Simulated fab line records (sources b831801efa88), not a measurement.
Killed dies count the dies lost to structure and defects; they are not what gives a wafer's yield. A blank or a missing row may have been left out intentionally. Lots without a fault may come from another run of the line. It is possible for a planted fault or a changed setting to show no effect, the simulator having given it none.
Problem report in the 8D (eight disciplines) form, filled by code / flow sky130 / the parts of the form that need people (team, actions taken, sign-off) are left out

== 1. PROBLEM STATEMENT ==
Mean VIA3_HDPCVD_THK at SKY_VIA3_THK_MEAS_01: 1292 nm over 2 wafers in 2 lots; fault-free wafers: 1616 nm, standard deviation 18. Measured from the usual mean, that is -18 standard deviations.
Seen first at day 42 15:03 on film_metro-02, wafer L481.6. Wafers with a number at this step in the record: 33, from 11 lots. By rule, "out" or "out of limits" means more than 4 standard deviations away from the usual mean. Any other wafer with a number is counted as sound.

== 2. WHAT IT IS, WHAT IT ISN'T ==
question=which readings at this step | is=VIA3_HDPCVD_THK | is not=-
question=which lots | is=L481, L482 | is not=L468, L469, L470, L474, L475, L476, L477, L479, L489
question=which wafers of those lots | is=L481.6, L482.3 | is not=L481.1, L481.4, L482.2, L482.5
question=read on which gauges | is=film_metro-01, film_metro-02 | is not=film_metro-03
question=when | is=from day 42 15:03 | is not=up to then (26 sound wafers); but 5 sound wafers of L482, L489 came after

== 3. SUSPECTS, AND WHAT RULES EACH OUT ==
Counting: if a tool at a process step up to the reading ran every lot that is out, it stays a suspect. Sound lots after the first of them don't rule it out here, since some wafers of a struck lot are sound.
- the gauge at SKY_VIA3_THK_MEAS_01 is ruled out. The wafers that are out were read on 2 gauges (film_metro-01, film_metro-02).
- hdpcvd-01 at SKY_VIA3_HDPCVD_00 (deposits SiO2, target thk 1635 nm, time 268.6 s): kept. Every lot that is out went through it, the first being L481 (day 42 14:53); the last sound lot it ran before that was L476 (day 41 15:33). Out on those wafers are its own readings of sih4_flow_sccm.
- Within hdpcvd-01 at SKY_VIA3_HDPCVD_00: the wafers that are out ran in chamber 1; their sound lot-mates ran in chambers 0, 2.
The count leaves hdpcvd-01 at SKY_VIA3_HDPCVD_00.

== 4. THE CAUSE (what the simulator had put in) ==
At SKY_VIA3_HDPCVD_00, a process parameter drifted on hdpcvd-01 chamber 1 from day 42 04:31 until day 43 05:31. Setting sih4_flow_sccm shifted by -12 from 60. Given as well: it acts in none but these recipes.
Counting left only this tool.

== 5. THE EFFECT CHAIN, in route order ==
Each row: a reading where the mean over the struck wafers with a number is more than 3 standard deviations away from the usual. Readings are gone through only where the record gives a usual standard deviation; hours: the median, over the lots, of the time from a lot's start at the first step in this table giving one to that lot's start at this step; sigmas: the change measured in usual standard deviations.
hours=0; step=SKY_VIA3_HDPCVD_00; reading=sih4_flow_sccm; usual=60.01 sccm; on struck wafers=48.01; change=-12.00; sigmas=-71
hours=0; step=SKY_VIA3_THK_MEAS_01; reading=VIA3_HDPCVD_THK; usual=1616 nm; on struck wafers=1292; change=-324; sigmas=-18
Its process steps:
- SKY_VIA3_HDPCVD_00: deposits SiO2, target thk 1635 nm, time 268.6 s.

== 6. WHAT WOULD HAVE CAUGHT IT SOONER ==
11 hours passed between the start of the fault at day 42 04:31 and the first reading out of limits at a measuring or inspecting step in this record, taken at day 42 15:03.
The tool's own readings at SKY_VIA3_HDPCVD_00 were out on every struck wafer that the step has a row for (sih4_flow_sccm): an alarm limit on them would have fired on the first of those.
Among the 2 lots that are out, L482 began SKY_VIA3_HDPCVD_00 on hdpcvd-01 after day 42 15:03. A hold on the tool at that time would have spared it.
